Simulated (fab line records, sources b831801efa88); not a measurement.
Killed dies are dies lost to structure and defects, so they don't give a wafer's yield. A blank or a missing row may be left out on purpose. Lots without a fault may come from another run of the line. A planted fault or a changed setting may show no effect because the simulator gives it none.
Which tool did it? | flow gf180mcu | 6 lots, 18 wafers sampled, at 2 steps of a route of 602

WHAT THE GAUGES READ, wafer by wafer
GF_STI_CD_MEAS_12: target cd 220 nm.
lot  | measured    | on        | cd_nm (nm)
L180 | day 3 08:22 | cd_sem-02 | 235.7 237.8 236.1
L182 | day 3 18:23 | cd_sem-01 | 222.2 221.7 221.4
L184 | day 4 04:26 | cd_sem-02 | 220.1 219.3 220.5
L190 | day 5 11:56 | cd_sem-01 | 220.7 221.5 218.9
L192 | day 5 21:52 | cd_sem-01 | 220.8 219.5 219.9
L196 | day 6 19:43 | cd_sem-01 | 218.5 219.9 217.5

WHICH TOOL RAN EACH LOT (tool, then ch and the chambers of the sampled wafers, then the start)
lot  | GF_STI_EXPOSE_09
L180 | krf_scanner-02 ch 0, day 3 02:11
L182 | krf_scanner-01 ch 0, day 3 11:58
L184 | krf_scanner-01 ch 0, day 3 22:10
L190 | krf_scanner-02 ch 0, day 5 05:02
L192 | krf_scanner-02 ch 0, day 5 14:35
L196 | krf_scanner-01 ch 0, day 6 12:29
- GF_STI_EXPOSE_09: exposes mask COMP, target cd 220 nm.

THE ANSWER, worked out from the rows above alone
Rule: what is usual is taken from the lots themselves. Put in order of their means at a reading, lots are off if they are a third of the lots or fewer, leave a main group of 4 or more, and stand apart from it by a gap of 3 or more times the standard deviation of the main group's means; of several such gaps the widest counts. A main group whose means are all the same, to the digits that the tables above print for the reading, isn't used. A lot without any number at a reading at which 4 lots or more have one is off too. The other lots that the step has rows for count as sound.
Off: L180, at GF_STI_CD_MEAS_12 (cd_nm). The main group: mean 220.2 nm, standard deviation 1.
A tool fits if, at a process step before that reading, it ran every lot that is off, and no sound lot after the first of them. The gauges at GF_STI_CD_MEAS_12 are tried like those tools. None of those tried fits.

WHAT THE SIMULATOR HAD PUT IN
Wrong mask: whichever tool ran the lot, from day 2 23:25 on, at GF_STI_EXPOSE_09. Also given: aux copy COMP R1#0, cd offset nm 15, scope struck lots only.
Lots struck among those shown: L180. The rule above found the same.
